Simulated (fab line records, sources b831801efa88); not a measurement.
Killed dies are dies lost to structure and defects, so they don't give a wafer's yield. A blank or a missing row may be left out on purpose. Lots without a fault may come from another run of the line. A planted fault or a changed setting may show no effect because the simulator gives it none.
A struck lot beside a sound one | flow sky130 | 43 steps out of a route of 708
Sound: wafers L697.1, L697.2, L697.4. Struck: wafer L713.3. The cause comes at the end.
At each step with rows: each side's tool, then ch and its chambers, then its first start. Under that, the readings that differ: sound wafers | struck wafers | difference of the means | sigmas: that difference in standard deviations of wafers without a fault.
alike: readings whose means differ by less than 2 such deviations, and words and numbers that are the same on both sides. not compared: withheld readings, readings that some wafer has no value for, bounds like >300 that may hide the same value, and numbers for which the record gives no deviation and whose values overlap.
The two part at a step that has a row with sigmas, a row that says differs or no value, or rows on one side only. Numbers that don't overlap but have no deviation are shown without sigmas and don't part them. A reading that every wafer of one side lacks parts them only if that side has two wafers or more.

first, 1 step without rows for these wafers: SKY_CONTACT_ETCH_16 (etches BARC in N2/H2, stops on SiO2, time 45.9 s, target depth 60 nm).
SKY_CONTACT_ETCH_17: etches SiO2 in C4F8/O2/Ar, stops on Si3N4, target depth 340 nm.
  sound on rie_diel-02 ch 0,2,3, day 35 07:41; struck on rie_diel-02 ch 3, day 38 22:14
  alike: bias_w, oes_product_au
then, 1 step without rows for these wafers: SKY_CONTACT_ETCH_18 (etches Si3N4 in CHF3/O2, stops on TiN, time 39 s, target depth 75 nm).
SKY_CONTACT_STRIP_19: strips in O2/N2.
  sound on plasma_asher-01 ch 0,1, day 35 07:46; struck on plasma_asher-04 ch 0, day 38 22:21
  alike: drypump_motor_current_A, n2_flow_sccm, oes_product_au, strip_time_to_endpoint_s
  not compared: rf_hours_counter_h
then, 4 steps without rows for these wafers: SKY_CONTACT_STRIP_20 (strips in post etch residue remover, time 1200 s); SKY_CONTACT_CLEAN_21 (cleans in IPA, time 180 s); SKY_CONTACT_CLEAN_22 (cleans in O3/DIW); SKY_CONTACT_SPUTTER_23 (material TiN, target thk 20 nm, time 80 s).
SKY_CONTACT_CVD_24: deposits W, target thk 340 nm, time 102.12 s.
  sound on cvd_w-02 ch 0,1, day 35 08:28; struck on cvd_w-01 ch 1, day 38 23:01
  alike: heater_power_w, susceptor_temp_C
SKY_CONTACT_RS_MEAS_25: measures by four-point-probe.
  sound on film_metro-02, day 35 08:34; struck on film_metro-01, day 38 23:08
  alike: CONTACT_W_RS
SKY_CONTACT_THK_MEAS_26: measures by xrf.
  sound on film_metro-02, day 35 08:41; struck on film_metro-01, day 38 23:14
  alike: CONTACT_W_THK
then, 1 step without rows for these wafers: SKY_CONTACT_CMP_27 (polishes, stops on SiO2, t overpolish 15 s, target thk 0 nm).
SKY_METAL1_SPUTTER_00: material Ti, target thk 15 nm, time 10 s.
  sound on pvd_sputter-04, day 35 09:03; struck on pvd_sputter-04, day 39 00:23
  alike: throttle_valve_pct
then, 4 steps without rows for these wafers: SKY_METAL1_SPUTTER_01 (material TiN, target thk 20 nm, time 16.7 s); SKY_METAL1_SPUTTER_02 (material AlCu, target thk 250 nm, time 13.3 s); SKY_METAL1_SPUTTER_03 (material Ti, target thk 5 nm, time 3.3 s); SKY_METAL1_SPUTTER_04 (material TiN, target thk 70 nm, time 58.3 s).
SKY_METAL1_RS_MEAS_05: measures by four-point-probe.
  sound on film_metro-01, day 35 09:11; struck on film_metro-01, day 39 00:34
  reading                 | sound                | struck | difference | sigmas
  METAL1_ALCU_RS (ohm/sq) | 0.1282 0.1275 0.1249 | 0.1233 | -0.0036    | -2
SKY_METAL1_THK_MEAS_06: measures by xrf.
  sound on film_metro-01, day 35 09:19; struck on film_metro-01, day 39 00:40
  alike: METAL1_ALCU_THK
then, 8 steps without rows for these wafers: SKY_METAL1_DEHYDRATE_07 (time 60 s); SKY_METAL1_HMDS_08 (prime time 60 s); SKY_METAL1_COAT_09 (resist thk 60 nm); SKY_METAL1_COAT_10 (resist thk 450 nm); SKY_METAL1_SOFTBAKE_11 (time 90 s); SKY_METAL1_EXPOSE_12 (exposes mask MM1, target cd 140 nm); SKY_METAL1_PEB_13; SKY_METAL1_DEVELOP_14 (develop time 60 s).
SKY_METAL1_CD_MEAS_15: target cd 140 nm.
  sound on cd_sem-01, day 36 12:23; struck on cd_sem-01, day 40 02:52
  alike: cd_nm
SKY_METAL1_OVL_MEAS_16:
  sound on overlay-01, day 36 12:30; struck on overlay-01, day 40 02:58
  alike: METAL1_OVL
then, 3 steps without rows for these wafers: SKY_METAL1_DESCUM_17 (chemistry O2, time 8 s); SKY_METAL1_ETCH_18 (etches BARC in N2/H2, stops on SiO2, time 45.9 s, target depth 60 nm); SKY_METAL1_METAL_ETCH_19 (etches the open film in Cl2/BCl3, stops on SiO2, target depth 360 nm, time 78 s).
SKY_METAL1_STRIP_20: strips in O2/N2.
  sound on plasma_asher-04 ch 0,1, day 36 12:43; struck on plasma_asher-03 ch 0, day 40 03:12
  alike: drypump_motor_current_A, n2_flow_sccm, oes_product_au, strip_time_to_endpoint_s
  not compared: rf_hours_counter_h
then, 4 steps without rows for these wafers: SKY_METAL1_STRIP_21 (strips in post etch residue remover, time 1200 s); SKY_METAL1_CLEAN_22 (cleans in IPA, time 180 s); SKY_METAL1_CLEAN_23 (cleans in O3/DIW); SKY_VIA1_HDPCVD_00 (deposits SiO2, target thk 1030 nm, time 171.7 s).
SKY_VIA1_THK_MEAS_01:
  sound on film_metro-03, day 36 13:28; struck on film_metro-03, day 40 03:54
  alike: VIA1_HDPCVD_THK
SKY_VIA1_CMP_02: polishes SiO2.
  sound on cmp-01 ch 0,1,2, day 36 13:41; struck on cmp-02 ch 3, day 40 04:02
  alike: motor_current_A, retaining_ring_pressure_frac
SKY_VIA1_BOW_MEAS_03:
  sound on film_metro-02, day 36 13:59; struck on film_metro-04, day 40 04:17
  alike: VIA1_BOW
then, 2 steps without rows for these wafers: SKY_VIA1_DEHYDRATE_04 (time 60 s); SKY_VIA1_HMDS_05 (prime time 60 s).
-- the record jumps here: 11 days lie between the struck wafers' starts before and after (it left off in module VIA1 and takes up again in module PAD_OPEN, whose first step shown is number 708 of the route) --
SKY_PAD_OPEN_PROBE_99:
  sound on prober-02, day 48 17:26; struck on prober-02, day 51 07:15
  reading            | sound    | struck | difference | sigmas
  killed_at_M0_to_M3 | 44 43 41 | 98     | +55        | +9
  killed_dies        | 92 82 82 | 130    | +45        | +5
  killed_on_rim      | 17 17 19 | 26     | +8         | +2
  alike: killed_at_M4_up, killed_at_contacts, killed_at_front_end, killed_at_other, killed_open, killed_short

WHERE THEY PART
First at SKY_METAL1_RS_MEAS_05; last, within this record, at SKY_PAD_OPEN_PROBE_99.

WHY: what the simulator had put in
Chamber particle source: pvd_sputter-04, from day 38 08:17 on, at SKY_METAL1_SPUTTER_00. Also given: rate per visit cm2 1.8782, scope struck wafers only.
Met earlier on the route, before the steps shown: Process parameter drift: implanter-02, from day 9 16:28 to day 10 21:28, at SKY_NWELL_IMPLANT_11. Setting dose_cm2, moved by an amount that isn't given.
